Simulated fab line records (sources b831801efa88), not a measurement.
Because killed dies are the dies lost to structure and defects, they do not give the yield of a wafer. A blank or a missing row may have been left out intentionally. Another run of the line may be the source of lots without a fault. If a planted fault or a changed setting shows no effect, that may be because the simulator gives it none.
fab line records	flow sky130
record: lots: 12	wafers: 36	last_day: 50
route steps=708 shown VIA2@510 METAL3@533 PAD_OPEN@708
lots that met no fault: taken from a fault-free run of the same line
start_h: start of the lot's first displayed wafer, in hours after the record's first day	wait_h: hours from the lot's prior step to this one	" as in the row above	L1.1+2: one row covering several wafers at once	- no value present, or no start provided	* or withheld: withheld	< > ~ a bound
route shown NAME@n: a module of which the file shows steps, and the number in the route of the first	usual: mean/standard deviation of fault-free wafers	same: alike in all rows	chamber/n: place in a boat	sites: each site's reading	_std_site: the values' standard deviation	_edge_site: the outer-site mean with the inner-site mean subtracted	radius_mm: for every site, how far away it sits from the centre of the wafer	mask NAME#n: copy n	behind: the last tool/chamber to shape the wafer	hold: reason for holding the lot/hours on hold/outcome of the hold	device: the n, p or np transistor that did not switch	end of line: tests run on the same wafers once the route is complete	a step given without rows: its recipe and nothing more	killed: dies lost to structure and defects at the first sort, not the wafer's yield	map: per-die view of a wafer (x killed, . not killed, _ where there is no die)
set.NAME: the setting that was run; set.NAME@STEP: the one run at that earlier step	model.NAME: the simulator's own value behind a step, which no gauge read
route steps across a sampled set of lots; one table per step, one row per wafer
services: a tool's chamber out of use, with start hour (start_h, from the record's first day; less than 0 if before it), hours out, and reason
== steps ==
step: SKY_VIA2_BOW_MEAS_03
recipe: mode: bow
usual: VIA2_BOW: 85/7.8
lot.wafer	tool	chamber	start_h	wait_h	VIA2_BOW[um]
L924.2	film_metro-04	-	823.76	0.1	98
L924.3	"	-	"	"	85
L924.6	"	-	"	"	83
L925.1	film_metro-02	-	834.90	0.2	88
L925.2	"	-	"	"	83
L925.3	"	-	"	"	73
L926.2	film_metro-04	-	837.12	0.2	92
L926.4	"	-	"	"	91
L926.5	"	-	"	"	92
L927.2	film_metro-02	-	854.73	0.2	86
L927.3	"	-	"	"	78
L927.6	"	-	"	"	83
L929.2	film_metro-04	-	873.93	0.1	89
L929.5	"	-	"	"	79
L929.6	"	-	"	"	70
L930.2	film_metro-02	-	879.87	0.3	94
L930.4	"	-	"	"	73
L930.6	"	-	"	"	86
L934.4	film_metro-02	-	904.57	0.2	89
L934.5	"	-	"	"	81
L934.6	"	-	"	"	78
L936.3	film_metro-01	-	917.35	0.1	91
L936.5	"	-	"	"	91
L936.6	"	-	"	"	82
L937.2	film_metro-01	-	917.72	0.2	81
L937.3	"	-	"	"	90
L937.6	"	-	"	"	86
L942.1	film_metro-01	-	956.16	0.1	79
L942.2	"	-	"	"	85
L942.6	"	-	"	"	73
L944.1	film_metro-04	-	976.81	0.1	86
L944.3	"	-	"	"	90
L944.6	"	-	"	"	81
L946.2	film_metro-04	-	985.30	0.1	74
L946.3	"	-	"	"	81
L946.4	"	-	"	"	81
step: SKY_VIA2_SPUTTER_20
recipe: material: TiN	target_thk_nm: 20	chamber_pressure_pa: 5	power_w: 4000	time_s: 80
usual: chamber_pressure_pa: 4.999/0.0099	throttle_valve_pct: 29.9/0.73
lot.wafer	tool	chamber	start_h	wait_h	chamber_pressure_pa	throttle_valve_pct
L924.2	pvd_sputter-04	-	851.54	0.0	5.006	30.0
L924.3	"	-	"	"	5.016	28.7
L924.6	"	-	"	"	5.008	28.9
L925.1	pvd_sputter-02	-	861.16	0.0	5.003	30.0
L925.2	"	-	"	"	5.002	30.7
L925.3	"	-	"	"	4.987	29.6
L926.2	pvd_sputter-03	-	863.12	0.0	5.001	29.4
L926.4	"	-	"	"	4.988	29.7
L926.5	"	-	"	"	5.010	29.3
L927.2	pvd_sputter-03	-	880.91	0.0	5.004	28.7
L927.3	"	-	"	"	4.999	29.9
L927.6	"	-	"	"	5.006	30.6
L929.2	pvd_sputter-03	-	899.65	0.0	4.988	28.5
L929.5	"	-	"	"	4.988	29.0
L929.6	"	-	"	"	5.007	30.7
L930.2	pvd_sputter-03	-	906.21	0.0	4.994	30.6
L930.4	"	-	"	"	5.004	28.8
L930.6	"	-	"	"	5.011	29.8
L934.4	pvd_sputter-02	-	930.23	0.0	4.999	30.0
L934.5	"	-	"	"	5.024	30.1
L934.6	"	-	"	"	4.991	29.7
L936.3	pvd_sputter-02	-	943.18	0.0	5.002	30.5
L936.5	"	-	"	"	5.001	29.8
L936.6	"	-	"	"	5.008	30.9
L937.2	pvd_sputter-03	-	943.83	0.0	4.987	29.4
L937.3	"	-	"	"	4.980	28.9
L937.6	"	-	"	"	5.024	30.6
L942.1	pvd_sputter-04	-	981.35	0.0	4.990	30.9
L942.2	"	-	"	"	5.002	29.9
L942.6	"	-	"	"	4.998	28.9
L944.1	pvd_sputter-04	-	1005.00	0.0	4.997	30.2
L944.3	"	-	"	"	4.987	30.6
L944.6	"	-	"	"	4.990	29.9
L946.2	pvd_sputter-04	-	1009.83	0.0	4.995	30.7
L946.3	"	-	"	"	4.991	30.1
L946.4	"	-	"	"	5.007	31.0
step: SKY_METAL3_SPUTTER_01
recipe: material: TiN	target_thk_nm: 20	power_w: 6500	time_s: 16.7	chamber_pressure_pa: 0.4
usual: chamber_pressure_pa: 0.3999/0.00081	throttle_valve_pct: 30.4/0.86
lot.wafer	tool	chamber	start_h	wait_h	chamber_pressure_pa	throttle_valve_pct
L924.2	pvd_sputter-02	-	852.24	0.0	0.4002	30.4
L924.3	"	-	"	"	0.3999	30.1
L924.6	"	-	"	"	0.3993	30.4
L925.1	pvd_sputter-01	-	861.85	0.0	0.3986	30.8
L925.2	"	-	"	"	0.3997	31.2
L925.3	"	-	"	"	0.4001	29.3
L926.2	pvd_sputter-02	-	863.81	0.0	0.3997	30.6
L926.4	"	-	"	"	0.4007	29.6
L926.5	"	-	"	"	0.3989	30.8
L927.2	pvd_sputter-02	-	881.61	0.0	0.3979	29.8
L927.3	"	-	"	"	0.4012	29.5
L927.6	"	-	"	"	0.3984	30.8
L929.2	pvd_sputter-02	-	900.35	0.0	0.3990	30.0
L929.5	"	-	"	"	0.3989	29.9
L929.6	"	-	"	"	0.3990	31.0
L930.2	pvd_sputter-02	-	907.03	0.0	0.3996	30.8
L930.4	"	-	"	"	0.3992	30.1
L930.6	"	-	"	"	0.3991	29.7
L934.4	pvd_sputter-04	-	930.92	0.0	0.3999	30.1
L934.5	"	-	"	"	0.4004	30.8
L934.6	"	-	"	"	0.3985	30.8
L936.3	pvd_sputter-04	-	943.87	0.0	0.3995	30.5
L936.5	"	-	"	"	0.3993	30.5
L936.6	"	-	"	"	0.4003	29.9
L937.2	pvd_sputter-04	-	944.53	0.0	0.4000	30.7
L937.3	"	-	"	"	0.4007	28.7
L937.6	"	-	"	"	0.4008	30.0
L942.1	pvd_sputter-04	-	982.17	0.0	0.4012	29.0
L942.2	"	-	"	"	0.4014	30.7
L942.6	"	-	"	"	0.4001	30.1
L944.1	pvd_sputter-04	-	1005.70	0.0	0.3998	29.9
L944.3	"	-	"	"	0.3984	31.0
L944.6	"	-	"	"	0.3993	30.8
L946.2	pvd_sputter-01	-	1010.99	0.0	0.4002	31.1
L946.3	"	-	"	"	0.3997	32.2
L946.4	"	-	"	"	0.3986	30.5
step: SKY_METAL3_SPUTTER_04
recipe: material: TiN	target_thk_nm: 70	power_w: 6284	time_s: 58.3	chamber_pressure_pa: 0.4
usual: chamber_pressure_pa: 0.4002/0.00084	throttle_valve_pct: 30.4/0.82
lot.wafer	tool	chamber	start_h	wait_h	chamber_pressure_pa	throttle_valve_pct
L924.2	pvd_sputter-02	-	852.32	0.0	0.4001	30.4
L924.3	"	-	"	"	0.3990	30.0
L924.6	"	-	"	"	0.4006	30.1
L925.1	pvd_sputter-01	-	861.93	0.0	0.3988	30.9
L925.2	"	-	"	"	0.4019	31.2
L925.3	"	-	"	"	0.4009	29.8
L926.2	pvd_sputter-02	-	863.89	0.0	0.3999	30.5
L926.4	"	-	"	"	0.4013	29.7
L926.5	"	-	"	"	0.3988	30.9
L927.2	pvd_sputter-02	-	881.69	0.0	0.3988	30.0
L927.3	"	-	"	"	0.4002	29.7
L927.6	"	-	"	"	0.4002	31.2
L929.2	pvd_sputter-02	-	900.43	0.0	0.4486	28.5
L929.5	"	-	"	"	0.4468	28.1
L929.6	"	-	"	"	0.4477	29.1
L930.2	pvd_sputter-02	-	907.11	0.0	0.4470	29.0
L930.4	"	-	"	"	0.4468	28.3
L930.6	"	-	"	"	0.4466	28.0
L934.4	pvd_sputter-04	-	931.01	0.0	0.3992	30.0
L934.5	"	-	"	"	0.4006	30.8
L934.6	"	-	"	"	0.3990	30.4
L936.3	pvd_sputter-04	-	943.95	0.0	0.4003	30.9
L936.5	"	-	"	"	0.4009	30.8
L936.6	"	-	"	"	0.3995	30.2
L937.2	pvd_sputter-04	-	944.61	0.0	0.4001	30.7
L937.3	"	-	"	"	0.4007	28.7
L937.6	"	-	"	"	0.3991	30.0
L942.1	pvd_sputter-04	-	982.25	0.0	0.4007	28.8
L942.2	"	-	"	"	0.3999	30.5
L942.6	"	-	"	"	0.4005	30.0
L944.1	pvd_sputter-04	-	1005.78	0.0	0.4000	30.2
L944.3	"	-	"	"	0.3998	31.2
L944.6	"	-	"	"	0.3988	30.6
L946.2	pvd_sputter-01	-	1011.08	0.0	0.4010	31.0
L946.3	"	-	"	"	0.3990	32.1
L946.4	"	-	"	"	0.3999	30.9
step: SKY_PAD_OPEN_PROBE_99
usual: defect_limited_yield: 82.4/1.8	killed_at_M0_to_M3: 43/6.8	killed_at_M4_up: 3.1/1.6	killed_at_contacts: 24/5.4	killed_at_front_end: 16/4.4	killed_at_other: 0.2/0.48	killed_dies: 87/8.8	killed_open: 48/6.4	killed_short: 39/6.2	sort_bin_3_pad_short: 0.9/0.43	sort_bin_5_function: 10.5/1.4	sort_bin_6_memory: 6.2/1.1	sort_n_pass: 405/8.8	sort_yield_pct: 82.4/1.8
same: gross_dies: 492	killed_at_back_side: 0	sort_bin_4_leakage[%]: 0	sort_bin_8_speed[%]: 0
lot.wafer	tool	chamber	start_h	wait_h	defect_limited_yield[%]	killed_at_M0_to_M3	killed_at_M4_up	killed_at_contacts	killed_at_front_end	killed_at_other	killed_dies	killed_open	killed_short	sort_bin_3_pad_short[%]	sort_bin_5_function[%]	sort_bin_6_memory[%]	sort_n_pass	sort_yield_pct[%]
L926.2	prober-01	-	1088.93	0.1	83.5	41	3	24	12	1	81	38	43	1.6	8.9	5.9	411	83.5
L926.4	prober-01	-	1089.03	0.2	82.3	39	1	29	18	0	87	53	34	1.0	11.6	5.1	405	82.3
L926.5	prober-01	-	1089.08	0.2	82.7	40	4	28	12	1	85	52	33	0.6	11.2	5.5	407	82.7
L929.2	prober-01	-	1116.46	0.1	83.1	41	0	25	17	0	83	46	37	1.0	10.0	5.9	409	83.1
L929.5	prober-01	-	1116.61	0.2	81.7	42	2	26	19	1	90	57	33	1.0	10.6	6.7	402	81.7
L929.6	prober-01	-	1116.66	0.2	77.8	66	3	19	21	0	109	65	44	1.2	12.4	8.5	383	77.8
L930.2	prober-01	-	1122.86	0.1	80.5	56	1	19	20	0	96	55	41	1.4	11.4	6.7	396	80.5
L930.4	prober-01	-	1122.96	0.2	85.2	35	3	19	16	0	73	42	31	0.4	9.1	5.3	419	85.2
L930.6	prober-01	-	1123.06	0.2	84.1	46	2	11	18	1	78	36	42	1.0	8.9	5.9	414	84.1
L934.4	prober-01	-	1141.73	0.2	83.1	44	1	25	13	0	83	50	33	0.8	9.3	6.7	409	83.1
L934.5	prober-01	-	1141.78	0.2	76.2	59	4	32	22	0	117	61	56	0.6	14.4	8.7	375	76.2
L934.6	prober-01	-	1141.83	0.2	78.5	51	3	24	28	0	106	61	45	0.4	12.4	8.7	386	78.5
L937.2	prober-02	-	1151.74	0.1	84.3	44	3	17	13	0	77	37	40	1.0	8.3	6.3	415	84.3
L937.3	prober-02	-	1151.79	0.2	83.7	45	5	21	9	0	80	48	32	0.6	8.9	6.7	412	83.7
L937.6	prober-02	-	1151.94	0.2	86.2	40	5	15	7	1	68	35	33	1.4	7.5	4.9	424	86.2
killed by level:class
L926.2 VIA2:geometric_particle:short=8 CONTACT:geometric_particle:open=8 METAL1:geometric_particle:short=8 VIA1:geometric_particle:open=7 LI_CONTACT:geometric_particle:open=7 VIA3:geometric_particle:open=6 POLY_GATE:geometric_particle:open=5 CONTACT:geometric_particle:short=5
L926.4 VIA1:geometric_particle:open=12 LOCAL_INTERCONNECT:geometric_particle:short=7 VIA3:geometric_particle:open=6 POLY_GATE:geometric_particle:open=6 CONTACT:geometric_particle:open=6 LI_CONTACT:geometric_particle:open=6 CONTACT:geometric_particle:short=6 VIA2:geometric_particle:open=6
L926.5 LI_CONTACT:geometric_particle:open=11 CONTACT:geometric_particle:open=9 VIA3:geometric_particle:open=7 VIA2:geometric_particle:open=7 VIA2:geometric_particle:short=6 VIA1:geometric_particle:open=6 METAL1:geometric_particle:short=5 FIELD_ISO:geometric_particle:open=4
L929.2 LI_CONTACT:geometric_particle:open=12 FIELD_ISO:geometric_particle:short=8 VIA1:geometric_particle:open=8 VIA2:geometric_particle:open=7 CONTACT:geometric_particle:open=6 METAL1:geometric_particle:short=6 VIA3:geometric_particle:open=5 LOCAL_INTERCONNECT:geometric_particle:short=4
L929.5 CONTACT:geometric_particle:open=13 VIA1:geometric_particle:open=12 FIELD_ISO:geometric_particle:open=6 METAL1:geometric_particle:short=6 FIELD_ISO:geometric_particle:short=5 POLY_GATE:geometric_particle:open=5 VIA3:geometric_particle:open=5 METAL3:geometric_particle:short=4
L929.6 VIA1:geometric_particle:open=21 CONTACT:geometric_particle:open=8 METAL1:geometric_particle:short=8 LI_CONTACT:geometric_particle:open=7 VIA1:geometric_particle:short=7 VIA2:geometric_particle:open=7 POLY_GATE:geometric_particle:open=6 METAL3:geometric_particle:short=6
L930.2 VIA1:geometric_particle:open=17 VIA2:geometric_particle:open=10 CONTACT:geometric_particle:short=7 VIA2:geometric_particle:short=6 FIELD_ISO:geometric_particle:open=5 POLY_GATE:geometric_particle:open=5 CONTACT:geometric_particle:open=5 METAL1:geometric_particle:short=5
L930.4 CONTACT:geometric_particle:open=9 VIA1:geometric_particle:open=7 POLY_GATE:geometric_particle:short=6 VIA3:geometric_particle:open=6 LI_CONTACT:geometric_particle:open=5 VIA2:geometric_particle:open=5 VIA2:geometric_particle:short=5 FIELD_ISO:geometric_particle:short=4
L930.6 VIA2:geometric_particle:open=9 VIA1:geometric_particle:open=7 METAL2:geometric_particle:short=6 METAL1:geometric_particle:short=6 FIELD_ISO:geometric_particle:short=5 POLY_GATE:geometric_particle:open=5 VIA3:geometric_particle:short=5 FIELD_ISO:geometric_particle:open=4
L934.4 CONTACT:geometric_particle:open=10 VIA2:geometric_particle:open=9 VIA1:geometric_particle:open=9 METAL1:geometric_particle:short=6 VIA3:geometric_particle:open=6 LI_CONTACT:geometric_particle:open=5 LOCAL_INTERCONNECT:geometric_particle:short=5 FIELD_ISO:geometric_particle:short=4
L934.5 LI_CONTACT:geometric_particle:open=13 METAL1:geometric_particle:short=12 VIA1:geometric_particle:open=11 CONTACT:geometric_particle:open=9 VIA2:geometric_particle:open=9 VIA1:geometric_particle:short=8 POLY_GATE:geometric_particle:open=8 POLY_GATE:geometric_particle:short=7
L934.6 VIA1:geometric_particle:open=10 CONTACT:geometric_particle:open=7 VIA2:geometric_particle:open=7 VIA3:geometric_particle:open=7 FIELD_ISO:geometric_particle:open=6 POLY_GATE:geometric_particle:short=6 LOCAL_INTERCONNECT:geometric_particle:short=6 LI_CONTACT:geometric_particle:open=5
L937.2 VIA1:geometric_particle:open=13 METAL1:geometric_particle:short=8 CONTACT:geometric_particle:open=6 METAL2:geometric_particle:short=6 VIA3:geometric_particle:short=5 POLY_GATE:geometric_particle:open=4 LOCAL_INTERCONNECT:geometric_particle:short=4 VIA1:geometric_particle:short=4
L937.3 VIA1:geometric_particle:open=11 CONTACT:geometric_particle:open=7 METAL2:geometric_particle:short=7 VIA2:geometric_particle:open=7 LI_CONTACT:geometric_particle:open=5 METAL1:geometric_particle:short=5 VIA3:geometric_particle:open=4 POLY_GATE:geometric_particle:open=3
L937.6 VIA1:geometric_particle:open=9 VIA3:geometric_particle:open=8 LI_CONTACT:geometric_particle:open=6 VIA1:geometric_particle:short=6 METAL2:geometric_particle:short=5 METAL4:geometric_particle:short=4 METAL3:geometric_particle:short=4 LI_CONTACT:geometric_particle:short=3
== services ==
tool	chamber	start_h	hours	kind
pvd_sputter-04	-	836.84	2.4	repair
pvd_sputter-03	-	907.00	6.3	repair
pvd_sputter-03	-	912.09	11.4	repair
pvd_sputter-04	-	921.38	9.3	repair
pvd_sputter-03	-	928.44	5.1	repair
pvd_sputter-01	-	934.40	0.5	repair
pvd_sputter-01	-	970.09	9.2	repair
pvd_sputter-02	-	972.30	2.4	repair
pvd_sputter-03	-	1003.58	5.0	repair
== key ==
first_sign: step: SKY_METAL3_SPUTTER_04	reading: chamber_pressure_pa	direction: up	sigmas: 56	usual: 0.4002	struck: 0.4472
effect: step: SKY_METAL3_SPUTTER_04	reading: throttle_valve_pct	direction: down	sigmas: 2.3	usual: 30.4	struck: 28.5	wafers_moved: 5
met_at SKY_METAL3_SPUTTER_04
struck_lots L929,L930
not_acting_at SKY_VIA2_BOW_MEAS_03,SKY_VIA2_SPUTTER_20,SKY_METAL3_SPUTTER_01
onset_between 881.69 900.43
fault: kind: process_parameter_drift	tool: pvd_sputter-02	chamber: -	onset_h: 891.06	steps: SKY_METAL3_SPUTTER_04	channel: chamber_pressure_pa	offset: 0.047029	shape: step	end_h: 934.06	acts_in: these_recipes_only	stated: 0.4
